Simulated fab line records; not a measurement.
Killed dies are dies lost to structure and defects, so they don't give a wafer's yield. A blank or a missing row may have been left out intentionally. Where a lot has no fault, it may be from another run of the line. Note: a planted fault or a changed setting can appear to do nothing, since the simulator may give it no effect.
Which of the tools did it? -- flow gf180mcu -- 12 lots with 36 wafers sampled at 5 steps, on a route of 602 steps

## WHAT THE GAUGES SHOWED, per wafer
GF_M4_CD_MEAS_14: target cd 280 nm.
lot,measured,on,cd nm (nm)
L835,day 24 05:38,cd sem-01,279.0 278.7 278.6
L838,day 25 03:28,cd sem-02,281.0 280.6 280.5
L839,day 25 19:01,cd sem-02,280.3 280.6 280.2
L840,day 26 03:58,cd sem-01,280.1 281.1 280.3
L843,day 26 19:59,cd sem-02,282.6 281.3 280.6
L844,day 27 05:05,cd sem-01,280.6 281.3 280.9
L845,day 27 08:47,cd sem-02,272.3 272.1 271.6
L846,day 27 15:43,cd sem-01,272.5 272.1 272.2
L848,day 28 05:27,cd sem-01,274.0 273.8 273.5
L849,day 28 17:52,cd sem-02,275.3 276.1 277.1
L851,day 29 06:13,cd sem-02,280.5 280.1 281.2
L858,day 31 04:46,cd sem-01,280.1 279.8 280.4

GF_V4_THK_MEAS_01.
lot,measured,on,V4_CVD_00_THK (nm)
L835,day 24 06:32,film metro-01,604 588 587
L838,day 25 04:22,film metro-01,592 600 596
L839,day 25 19:53,film metro-02,599 596 600
L840,day 26 04:50,film metro-02,596 601 595
L843,day 26 20:52,film metro-04,594 595 590
L844,day 27 05:59,film metro-04,594 599 597
L845,day 27 09:49,film metro-01,595 604 606
L846,day 27 16:44,film metro-04,588 590 594
L848,day 28 06:21,film metro-04,599 590 594
L849,day 28 18:46,film metro-04,587 591 588
L851,day 29 07:05,film metro-02,612 590 609
L858,day 31 05:37,film metro-04,590 598 588

## WHAT TOOL EACH LOT RAN ON (gives the tool, then ch and the chambers of the sampled wafers, and finally the start)
lot,GF_V3_ETCH_17,GF_V3_SPUTTER_21,GF_M4_EXPOSE_11
L835,"rie diel-03 ch 0,2,3, day 23 05:35 or earlier","pvd sputter-04, day 23 05:35","krf scanner-01 ch 0, day 23 18:23"
L838,"rie diel-01 ch 1,2, day 24 04:05 or earlier","pvd sputter-01, day 24 04:05","krf scanner-02 ch 0, day 24 16:07"
L839,"rie diel-03 ch 0,2,3, day 24 21:10 or earlier","pvd sputter-04, day 24 21:10","krf scanner-01 ch 0, day 25 08:26"
L840,"rie diel-01 ch 0,1, day 25 04:59 or earlier","pvd sputter-01, day 25 04:59","krf scanner-02 ch 0, day 25 16:40"
L843,"rie diel-03 ch 0,1, day 25 22:13 or earlier","pvd sputter-04, day 25 22:13","krf scanner-02 ch 0, day 26 09:43"
L844,"rie diel-03 ch 1,3, day 26 06:51 or earlier","pvd sputter-04, day 26 06:51","krf scanner-02 ch 0, day 26 19:05"
L845,"rie diel-01 ch 0,1, day 26 10:46 or earlier","pvd sputter-01, day 26 10:46","krf scanner-01 ch 0, day 26 22:31"
L846,"rie diel-04 ch 0,1,3, day 26 18:19 or earlier","pvd sputter-01, day 26 18:19","krf scanner-01 ch 0, day 27 05:41"
L848,"rie diel-04 ch 0,1,3, day 27 07:57 or earlier","pvd sputter-04, day 27 07:57","krf scanner-01 ch 0, day 27 19:31"
L849,"rie diel-04 ch 0,2,3, day 27 20:55 or earlier","pvd sputter-02, day 27 20:55","krf scanner-01 ch 0, day 28 08:34"
L851,"rie diel-04 ch 0,3, day 28 10:19 or earlier","pvd sputter-02, day 28 10:19","krf scanner-02 ch 0, day 28 21:15"
L858,"rie diel-01 ch 0,3, day 30 09:14 or earlier","pvd sputter-01, day 30 09:14","krf scanner-02 ch 0, day 30 19:55"
- GF_V3_ETCH_17: etches SiO2 in C4F8/O2/Ar, stops on TiN, target depth 635 nm.
- GF_V3_SPUTTER_21: material Ti, target thk 15 nm, time 80.02 s.
- GF_M4_EXPOSE_11: exposes mask Metal4, target cd 280 nm.

## WHAT THE TOOLS THEMSELVES READ (means of the sampled wafers that have a number; where no wafer has one, the mark that the record gives instead)
GF_V3_ETCH_17.
lot,tool,bias w (W),oes product au (a.u.)
L835,rie diel-03,1199,0.854
L838,rie diel-01,1199,0.856
L839,rie diel-03,1199,0.854
L840,rie diel-01,1198,0.858
L843,rie diel-03,1201,0.854
L844,rie diel-03,1199,0.855
L845,rie diel-01,1203,0.852
L846,rie diel-04,1202,0.854
L848,rie diel-04,1201,0.861
L849,rie diel-04,1202,0.851
L851,rie diel-04,1200,0.854
L858,rie diel-01,1200,0.861

GF_V3_SPUTTER_21.
lot,tool,cathode dc power W (W),throttle valve pct (%)
L835,pvd sputter-04,2500.1,30.0
L838,pvd sputter-01,2500.0,30.5
L839,pvd sputter-04,2500.1,29.2
L840,pvd sputter-01,2500.1,30.8
L843,pvd sputter-04,2500.0,29.9
L844,pvd sputter-04,2500.0,30.2
L845,pvd sputter-01,2500.1,30.9
L846,pvd sputter-01,2499.7,31.2
L848,pvd sputter-04,2499.8,29.7
L849,pvd sputter-02,2500.4,30.1
L851,pvd sputter-02,2499.7,30.3
L858,pvd sputter-01,2500.4,31.2

GF_M4_EXPOSE_11.
lot,tool,exposure dose mJ cm2,reticle temp C (C),stage vel mm s (mm/s)
L835,krf scanner-01,28.00,22.90,500.04
L838,krf scanner-02,27.99,23.13,500.10
L839,krf scanner-01,28.04,22.91,499.94
L840,krf scanner-02,27.92,22.93,499.73
L843,krf scanner-02,27.97,23.03,499.91
L844,krf scanner-02,27.97,22.90,500.22
L845,krf scanner-01,29.46,23.04,499.83
L846,krf scanner-01,29.48,23.04,499.86
L848,krf scanner-01,28.98,23.04,499.95
L849,krf scanner-01,28.80,23.07,499.91
L851,krf scanner-02,27.98,23.00,499.90
L858,krf scanner-02,28.01,22.98,499.95

## THE ANSWER, worked out from the rows above alone
Rule: the lots themselves supply what counts as usual. Put in order of their means at a reading, lots are off if they are a third of the lots or fewer, leave a main group of 4 or more, and stand apart from it by a gap of 3 or more times the standard deviation of the main group's means; of several such gaps the widest counts. Not used: any main group whose means are identical at the precision the tables above print for the reading. Also off: a lot with no number at a reading for which 4 or more lots have one. Where the step has rows for the other lots, those lots are counted as sound. Order of review: gauges by route order, followed by the tools' own readings, for which a lot's mean as printed above is used. At the first step where some lot is off, the reading lying furthest off is the one used; lots without a number count as furthest.
Off at GF_M4_CD_MEAS_14 (cd nm): L845, L846, L848, L849. Main group: mean 280.4 nm, sd 0.74.
A tool fits if, at a process step before that reading, it ran every lot that is off, and no sound lot after the first of them. Not tried: the gauges at GF_M4_CD_MEAS_14; whatever is off there is also off at GF_M4_EXPOSE_11, on other tools, and gauge error can't account for it. With no start given for some of its lots, GF_V3_ETCH_17 uses the hours and lot order of GF_V3_SPUTTER_21. One candidate fits, namely krf scanner-01 at GF_M4_EXPOSE_11. Its last sound lot is L839 (day 25 08:26), its first lot that is off L845 (day 26 22:31): a fault that began between those two fits.
On the lots that are off, the tool's own readings at GF_M4_EXPOSE_11 differ by more than 5 times the standard deviation of the sound lots' means, which bears it out; exposure dose mJ cm2 reads 29.18 there versus 27.98 on the sound lots.

## WHAT HAD BEEN PUT IN BY THE SIMULATOR
Process parameters drifting: krf scanner-01 at GF_M4_EXPOSE_11, beginning at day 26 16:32. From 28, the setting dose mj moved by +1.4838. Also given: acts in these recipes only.
Lots struck among those shown: L845, L846, L848, L849. The same result came from the rule above.
